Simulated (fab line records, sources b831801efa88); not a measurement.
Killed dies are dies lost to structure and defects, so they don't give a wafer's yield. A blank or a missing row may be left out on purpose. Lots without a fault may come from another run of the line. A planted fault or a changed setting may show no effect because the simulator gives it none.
Chamber matching | flow gf180mcu | GF_V3_CMP_26 on cmp-02: 4 sister chambers
The step polishes, stops on SiO2, t overpolish 15 s, target thk 0 nm. 27 wafers are shown with their chamber, then 12 later ones without.

WAFERS WITH THEIR CHAMBER
wafer  | chamber | motor_current_A (A) | time_to_endpoint_s (s) | overpolish_run_s (s)
L074.4 | 2       | 11.6                | 82                     | 15.007
L074.5 | 2       | 11.8                | 87                     | 15.000
L074.6 | 1       | 10.0                | 82                     | 14.982
L076.2 | 0       | 12.8                | 86                     | 14.995
L076.3 | 2       | 11.9                | 86                     | 14.994
L076.4 | 1       | 10.6                | 87                     | 14.984
L077.1 | 1       | 10.4                | 85                     | 14.998
L077.2 | 0       | 12.6                | 81                     | 15.001
L077.6 | 3       | 10.6                | 86                     | 14.998
L079.2 | 3       | 9.9                 | 86                     | 14.989
L079.4 | 1       | 9.6                 | 81                     | 15.010
L079.6 | 3       | 9.9                 | 86                     | 15.003
L080.1 | 2       | 11.7                | 84                     | 15.008
L080.4 | 3       | 10.0                | 89                     | 14.983
L080.6 | 1       | 9.9                 | 85                     | 15.017
L081.3 | 2       | 11.6                | 88                     | 15.002
L081.5 | 1       | 10.2                | 84                     | 15.004
L081.6 | 2       | 11.8                | 86                     | 14.993
L082.2 | 1       | 10.5                | 83                     | 14.999
L082.5 | 3       | 10.1                | 87                     | 14.993
L082.6 | 2       | 11.4                | 82                     | 15.020
L084.1 | 3       | 9.5                 | 87                     | 14.992
L084.3 | 2       | 11.4                | 86                     | 14.994
L084.5 | 3       | 10.2                | 88                     | 15.005
L085.3 | 1       | 9.8                 | 88                     | 15.007
L085.5 | 1       | 11.0                | 87                     | 15.004
L085.6 | 0       | 12.6                | 83                     | 15.016

SIGNATURES (means of the wafers above)
reading            | chamber 0 | chamber 1 | chamber 2 | chamber 3 | scatter within a chamber
motor_current_A    | 12.667    | 10.222    | 11.650    | 10.029    | 0.331
time_to_endpoint_s | 83.33     | 84.67     | 85.12     | 87.00     | 2.1
overpolish_run_s   | 15.00400  | 15.00056  | 15.00225  | 14.99471  | 0.00989
Rule: a wafer's distance from a chamber is the root of the sum, over the readings, of the square of ((its reading less the chamber's mean) divided by the reading's scatter). The wafer belongs to the nearest chamber; if the next one is less than 2 further off, it can't be placed. The scatter: the root of (the sum of the squares of (reading less its chamber's mean) over the shown wafers, divided by (wafers less chambers)).

WAFERS WITHOUT THEIR CHAMBER
wafer  | motor_current_A (A) | time_to_endpoint_s (s) | overpolish_run_s (s)
L086.1 | 12.7                | 83                     | 14.995
L086.4 | 9.8                 | 91                     | 14.992
L086.6 | 9.9                 | 83                     | 15.006
L091.2 | 12.9                | 85                     | 14.993
L091.4 | 11.2                | 88                     | 14.990
L091.5 | 9.8                 | 89                     | 15.000
L092.4 | 12.7                | 85                     | 14.989
L092.5 | 11.7                | 83                     | 14.990
L092.6 | 9.9                 | 88                     | 15.011
L095.1 | 12.2                | 85                     | 14.989
L095.2 | 12.6                | 81                     | 15.008
L095.3 | 9.8                 | 91                     | 15.014

WHICH CHAMBER EACH WENT THROUGH
wafer  | from the rows above          | in truth
L086.1 | 0                            | 0
L086.4 | can't be placed: 3 or 1      | 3
L086.6 | can't be placed: 1 or 3      | 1
L091.2 | 0                            | 0
L091.4 | can't be placed: 2 or 1 or 3 | 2
L091.5 | can't be placed: 3 or 1      | 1
L092.4 | can't be placed: 0 or 2      | 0
L092.5 | can't be placed: 2 or 0      | 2
L092.6 | can't be placed: 3 or 1      | 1
L095.1 | can't be placed: 2 or 0      | 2
L095.2 | 0                            | 0
L095.3 | can't be placed: 3 or 1      | 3
Placed correctly: 3 of 12. Can't be placed from these rows: 9 (the true chamber is among the candidates in 9). Placed wrongly: 0.
